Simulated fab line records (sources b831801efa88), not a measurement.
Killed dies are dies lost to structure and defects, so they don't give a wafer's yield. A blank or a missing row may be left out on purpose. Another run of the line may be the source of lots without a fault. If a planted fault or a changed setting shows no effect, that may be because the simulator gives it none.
Problem report, 8D (eight disciplines) form, completed by code | flow sky130 | the parts of the form that need people (team, actions taken, sign-off) are left out

1. PROBLEM STATEMENT
Mean POLY_GATE_CVD_03_THK at SKY_POLY_GATE_THK_MEAS_04: 48.6 nm over 9 wafers in 3 lots; fault-free wafers: 75.5 nm, standard deviation 0.71. That puts it -38 standard deviations away from the usual mean.
The first sign was on wafer L790.2 at day 18 10:55, on film-metro-02. The record holds 30 wafers of 10 lots with a number at this step. By rule, "out" or "out of limits" means more than 4 standard deviations away from the usual mean. All remaining wafers that have a number are taken as sound.

2. WHAT IT IS, WHAT IT ISN'T
question                    | is                     | is not
which readings at this step | POLY_GATE_CVD_03_THK   | -
which lots                  | L790, L791, L792       | L783, L785, L786, L799, L800, L802, L805
which wafers of those lots  | all that have a number | -
read on which gauges        | film-metro-02          | film-metro-01, film-metro-04
when                        | from day 18 10:55      | up to then (9 sound wafers); but 12 sound wafers of L799, L800, L802, L805 came after

3. SUSPECTS, AND WHAT RULES EACH OUT
Counting: any tool at a process step up to the reading is kept as a suspect provided that every lot that is out went through it and no sound lot did after the first of them.
- the gauge at SKY_POLY_GATE_THK_MEAS_04 has been ruled out. All the wafers that are out were read on film-metro-02, but those of them that SKY_POLY_GATE_ETCH_16 has rows for are out there too, on other tools.
- lpcvd-02 at SKY_POLY_GATE_CVD_03 (deposits Si3N4 from DCS/NH3, target thk 75 nm, time 1290 s): ruled out as a lasting fault. Sound lots L799, L800, L802, L805 ran on it after its first lot that is out, L790 (day 18 09:33).
Left after counting: nothing in the record.

4. THE CAUSE (what the simulator had put in)
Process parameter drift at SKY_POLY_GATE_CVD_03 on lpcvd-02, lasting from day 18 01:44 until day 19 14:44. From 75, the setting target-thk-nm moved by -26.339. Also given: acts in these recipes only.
The count ruled it out by mistake, since the rule takes a fault to strike every lot its tool runs from the start of the fault on, and this one did not do so.

5. THE EFFECT CHAIN, in route order
Each row: a reading where the mean over the struck wafers with a number is more than 3 standard deviations away from the usual. Readings are gone through only where the record gives a usual standard deviation; hours: the median, over the lots, of the time from a lot's start at the first step in this table giving one to that lot's start at this step; sigmas: the change measured in usual standard deviations.
hours | step                      | reading              | usual      | on struck wafers | change | sigmas
0     | SKY_POLY_GATE_THK_MEAS_04 | POLY_GATE_CVD_03_THK | 75.5 nm    | 48.6             | -26.9  | -38
31    | SKY_POLY_GATE_ETCH_16     | oes-product-au       | 0.642 a.u. | 0.550            | -0.092 | -19
215   | SKY_POLY_CUT_ETCH_11      | oes-product-au       | 0.831 a.u. | 0.668            | -0.163 | -24
Here are the process steps it includes:
- SKY_POLY_GATE_ETCH_16: etches Si3N4 in CH3F/O2, stops on poly-Si, time 147.5 s, target depth 75 nm.
- SKY_POLY_CUT_ETCH_11: etches Si3N4 in CF4/CH2F2/Ar, stops on poly-Si, time 42.5 s, target depth 60 nm.

6. HOW IT WOULD HAVE BEEN CAUGHT EARLIER
The first out-of-limits reading at a measuring or inspecting step in this record came at day 18 10:55, 9 hours after the fault's start at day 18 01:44.
Of the tool readings at SKY_POLY_GATE_CVD_03 for which the record gives a usual standard deviation, none was out on any struck wafer, so an alarm limit of 4 standard deviations on them would not have fired.
